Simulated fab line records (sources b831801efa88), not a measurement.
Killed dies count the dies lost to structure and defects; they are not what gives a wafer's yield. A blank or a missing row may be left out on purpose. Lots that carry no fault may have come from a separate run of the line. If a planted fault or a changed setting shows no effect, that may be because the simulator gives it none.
Which tool did it? / flow sky130 / 10 lots with 30 wafers sampled at 3 steps, on a route of 708 steps

== WHAT THE GAUGES SHOWED, per wafer ==
SKY_PASSIVATION_THK_MEAS_03.
lot=L109; measured=day 44 01:31; on=filmMetro-01; PASSIVATION_CVD_02_THK (nm)=534 550 545
lot=L112; measured=day 44 15:23; on=filmMetro-04; PASSIVATION_CVD_02_THK (nm)=528 537 538
lot=L113; measured=day 44 23:37; on=filmMetro-04; PASSIVATION_CVD_02_THK (nm)=537 532 534
lot=L116; measured=day 46 06:01; on=filmMetro-01; PASSIVATION_CVD_02_THK (nm)=534 536 539
lot=L117; measured=day 46 06:37; on=filmMetro-04; PASSIVATION_CVD_02_THK (nm)=528 526 536
lot=L119; measured=day 46 09:08; on=filmMetro-04; PASSIVATION_CVD_02_THK (nm)=493 491 496
lot=L120; measured=day 46 18:10; on=filmMetro-01; PASSIVATION_CVD_02_THK (nm)=493 502 505
lot=L125; measured=day 47 22:16; on=filmMetro-02; PASSIVATION_CVD_02_THK (nm)=532 529 542
lot=L128; measured=day 48 12:54; on=filmMetro-04; PASSIVATION_CVD_02_THK (nm)=540 536 539
lot=L129; measured=day 48 17:55; on=filmMetro-01; PASSIVATION_CVD_02_THK (nm)=534 532 543

== TOOL THAT RAN EACH LOT (tool first, then ch and the chambers of the sampled wafers, then the start) ==
lot=L109; SKY_METAL5_DESCUM_14=rieMetal-03 ch 0,1, day 44 00:18; SKY_PASSIVATION_CVD_02=pecvd-02 ch 0,1, day 44 01:16
lot=L112; SKY_METAL5_DESCUM_14=rieMetal-03 ch 0, day 44 13:55; SKY_PASSIVATION_CVD_02=pecvd-03 ch 0,1,2, day 44 15:09
lot=L113; SKY_METAL5_DESCUM_14=rieMetal-03 ch 0,1, day 44 22:27; SKY_PASSIVATION_CVD_02=pecvd-04 ch 0,1,2, day 44 23:24
lot=L116; SKY_METAL5_DESCUM_14=rieMetal-04 ch 0,1, day 46 04:48; SKY_PASSIVATION_CVD_02=pecvd-03 ch 1,2, day 46 05:47
lot=L117; SKY_METAL5_DESCUM_14=rieMetal-02 ch 1, day 46 05:07; SKY_PASSIVATION_CVD_02=pecvd-03 ch 0,1,2, day 46 06:23
lot=L119; SKY_METAL5_DESCUM_14=rieMetal-04 ch 0,1, day 46 07:53; SKY_PASSIVATION_CVD_02=pecvd-03 ch 0,1, day 46 08:55
lot=L120; SKY_METAL5_DESCUM_14=rieMetal-03 ch 0,1, day 46 16:26; SKY_PASSIVATION_CVD_02=pecvd-03 ch 0,1,2, day 46 17:56
lot=L125; SKY_METAL5_DESCUM_14=rieMetal-02 ch 0,1, day 47 21:05; SKY_PASSIVATION_CVD_02=pecvd-02 ch 0,1, day 47 22:02
lot=L128; SKY_METAL5_DESCUM_14=rieMetal-04 ch 0,1, day 48 11:44; SKY_PASSIVATION_CVD_02=pecvd-04 ch 0,1,2, day 48 12:41
lot=L129; SKY_METAL5_DESCUM_14=rieMetal-03 ch 0,1, day 48 16:44; SKY_PASSIVATION_CVD_02=pecvd-02 ch 1,2, day 48 17:41
- SKY_METAL5_DESCUM_14: chemistry O2, time 11 s.
- SKY_PASSIVATION_CVD_02: deposits Si3N4, target thk 540 nm.

== THE ANSWER, worked out from the rows above alone ==
Rule: the usual values come from the lots themselves. Put in order of their means at a reading, lots are off if they are a third of the lots or fewer, leave a main group of 4 or more, and stand apart from it by a gap of 3 or more times the standard deviation of the main group's means; of several such gaps the widest counts. A main group is skipped when, at the precision printed for the reading in the tables above, its means are all equal. Also off: a lot with no number at a reading for which 4 or more lots have one. All remaining lots with rows at the step are treated as sound.
Off: L119, L120, seen at SKY_PASSIVATION_THK_MEAS_03 (PASSIVATION_CVD_02_THK). Mean 536 nm and standard deviation 3.5 in the main group.
If a tool, at a process step before that reading, ran all the lots that are off and no sound lot after the first of them, it fits. The gauges at SKY_PASSIVATION_THK_MEAS_03 are tried like those tools. One fits: pecvd-03 at SKY_PASSIVATION_CVD_02. Its last sound lot is L117 (day 46 06:23), its first lot that is off L119 (day 46 08:55): a fault that began between those two fits.

== WHAT THE SIMULATOR HAD PUT IN ==
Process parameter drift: pecvd-03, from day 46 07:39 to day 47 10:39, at SKY_PASSIVATION_CVD_02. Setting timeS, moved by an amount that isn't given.
Struck lots among those shown: L119, L120. The rule given above showed the same thing.
